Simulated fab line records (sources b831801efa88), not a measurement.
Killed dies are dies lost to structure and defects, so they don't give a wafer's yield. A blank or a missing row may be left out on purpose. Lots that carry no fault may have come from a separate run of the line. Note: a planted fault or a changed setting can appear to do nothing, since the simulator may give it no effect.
What tool caused it?	flow sfqLine	route of 325 steps, sampled at 1 step: 14 lots, 42 wafers

## WHAT THE GAUGES READ, wafer by wafer
No reading from a measuring or inspecting step in the record can be judged against a usual standard deviation.

## TOOL THAT RAN EACH LOT (tool first, then ch and the chambers of the sampled wafers, then the start)
lot	SFQ_TRILAYER_M0_LITHO_PEB_024
L717	lithoTrack-04 ch 0, day 6 15:56
L718	lithoTrack-03 ch 0, day 6 23:10
L721	lithoTrack-02 ch 0, day 7 13:34
L724	lithoTrack-04 ch 0, day 8 06:20
L726	lithoTrack-04 ch 0, day 8 17:07
L727	lithoTrack-02 ch 0, day 9 18:55
L729	lithoTrack-02 ch 0, day 10 05:40
L733	lithoTrack-04 ch 0, day 11 18:25
L734	lithoTrack-02 ch 0, day 12 00:25
L735	lithoTrack-02 ch 0, day 12 05:13
L737	lithoTrack-04 ch 0, day 12 20:49
L738	lithoTrack-04 ch 0, day 12 23:13
L739	lithoTrack-03 ch 0, day 13 04:01
L740	lithoTrack-04 ch 0, day 13 10:04
- SFQ_TRILAYER_M0_LITHO_PEB_024: peb time 60 s.

## AS READ BY THE TOOLS THEMSELVES (means over the sampled wafers that have a number; for cases with no such wafer, the mark the record gives instead)
SFQ_TRILAYER_M0_LITHO_PEB_024. Usual: 79.15 W for heaterPowerTotalW, sd 0.069.
lot	tool	heaterPowerTotalW (W)	flag
L717	lithoTrack-04	79.15	
L718	lithoTrack-03	79.02	
L721	lithoTrack-02	79.13	
L724	lithoTrack-04	79.21	
L726	lithoTrack-04	79.15	
L727	lithoTrack-02	79.24	
L729	lithoTrack-02	79.19	
L733	lithoTrack-04	79.10	
L734	lithoTrack-02	83.90	OFF
L735	lithoTrack-02	83.94	OFF
L737	lithoTrack-04	79.15	
L738	lithoTrack-04	79.09	
L739	lithoTrack-03	79.17	
L740	lithoTrack-04	79.16	

## THE ANSWER, worked out from the rows above alone
Rule: take the mean of a lot's wafers that have a number; if it is more than 3 standard deviations from the usual mean, the lot is off. Also off: a lot with no number at a reading for which 4 or more lots have one. The other lots that the step has rows for count as sound. The gauges are gone through in route order, then the tools' own readings, and for those a lot's mean is taken as printed above. The first step at which some lot is off is used, and at that step the reading that is off furthest; a lot without a number counts as furthest.
Off: L734, L735 (SFQ_TRILAYER_M0_LITHO_PEB_024, heaterPowerTotalW).
A tool fits if, at that step or a process step before it, it ran every lot that is off, and no sound lot after the first of them. One fits: SFQ_TRILAYER_M0_LITHO_PEB_024 on lithoTrack-02. Its last sound lot is L729 (day 10 05:40), its first lot that is off L734 (day 12 00:25): a fault that began between those two fits.
The tool's own readings at SFQ_TRILAYER_M0_LITHO_PEB_024 bear it out: on the lots that are off they differ by more than 5 times the standard deviation of the sound lots' means. heaterPowerTotalW reads 83.92 W there against 79.15 W on the sound lots.

## WHAT THE SIMULATOR HAD INSERTED
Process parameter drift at SFQ_TRILAYER_M0_LITHO_PEB_024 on lithoTrack-02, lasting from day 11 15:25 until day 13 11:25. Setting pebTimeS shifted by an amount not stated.
Lots struck among those shown: L734, L735. This agrees with what the rule above found.
